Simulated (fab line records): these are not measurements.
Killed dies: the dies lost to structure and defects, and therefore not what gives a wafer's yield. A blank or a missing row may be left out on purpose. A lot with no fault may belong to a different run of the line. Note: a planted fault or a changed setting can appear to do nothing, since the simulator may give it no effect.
Which tool was responsible? ; flow sky130 ; Sampling: 6 lots, 18 wafers, 3 of 708 route steps

WHAT THE GAUGES SHOWED, per wafer
SKY_VT_ADJUST_LVTN_TW_MEAS_10.
lot;measured;on;VT_ADJUST_LVTN_TW
L238;day 7 13:44;film_metro-04;244 246 246
L242;day 8 16:36;film_metro-04;246 245 246
L244;day 9 02:07;film_metro-02;235 239 238
L246;day 9 22:44;film_metro-04;276 277 277
L252;day 11 11:38;film_metro-02;238 239 239
L256;day 12 06:38;film_metro-03;242 243 242

WHAT TOOL EACH LOT RAN ON (gives the tool, then ch and the chambers of the sampled wafers, and finally the start)
lot;SKY_FIELD_ISO_CMP_27;SKY_VT_ADJUST_LVTN_IMPLANT_08
L238;cmp-01 ch 1,2,3, day 2 22:52;implanter-02 ch 0, day 7 13:29
L242;cmp-01 ch 0,1,3, day 3 20:38;implanter-03 ch 0, day 8 16:22
L244;cmp-02 ch 1,2,3, day 4 05:17;implanter-03 ch 0, day 9 01:52
L246;cmp-02 ch 0,2, day 4 19:24;implanter-03 ch 0, day 9 22:31
L252;cmp-01 ch 1,2, day 5 23:52;implanter-04 ch 0, day 11 11:23
L256;cmp-02 ch 0,1,2, day 6 17:31;implanter-04 ch 0, day 12 06:23
- SKY_FIELD_ISO_CMP_27: polishes, stops on Si3N4, t overpolish 16 s, target thk 457.8 nm.
- SKY_VT_ADJUST_LVTN_IMPLANT_08

THE ANSWER, worked out from the rows above alone
Rule: the lots themselves supply what counts as usual. The widest of any qualifying gaps counts: lots, ordered by their means at a reading, are off when they make up no more than a third of the lots, leave a main group of 4 or more, and stand apart from it by 3 or more times the standard deviation of that group's means. A main group whose means are all the same, to the digits that the tables above print for the reading, isn't used. A lot without any number at a reading at which 4 lots or more have one is off too. All remaining lots with rows at the step are treated as sound.
Off: at SKY_VT_ADJUST_LVTN_TW_MEAS_10 (VT_ADJUST_LVTN_TW), L246. Mean 242 and standard deviation 3.4 in the main group.
If a tool, at a process step before that reading, ran all the lots that are off and no sound lot after the first of them, it fits. Those tools and the gauges at SKY_VT_ADJUST_LVTN_TW_MEAS_10 are tried in the same way. Can't be told from this: 2 tools fit, implanter-03 at SKY_VT_ADJUST_LVTN_IMPLANT_08, film_metro-04 at SKY_VT_ADJUST_LVTN_TW_MEAS_10.

WHAT THE SIMULATOR HAD INSERTED
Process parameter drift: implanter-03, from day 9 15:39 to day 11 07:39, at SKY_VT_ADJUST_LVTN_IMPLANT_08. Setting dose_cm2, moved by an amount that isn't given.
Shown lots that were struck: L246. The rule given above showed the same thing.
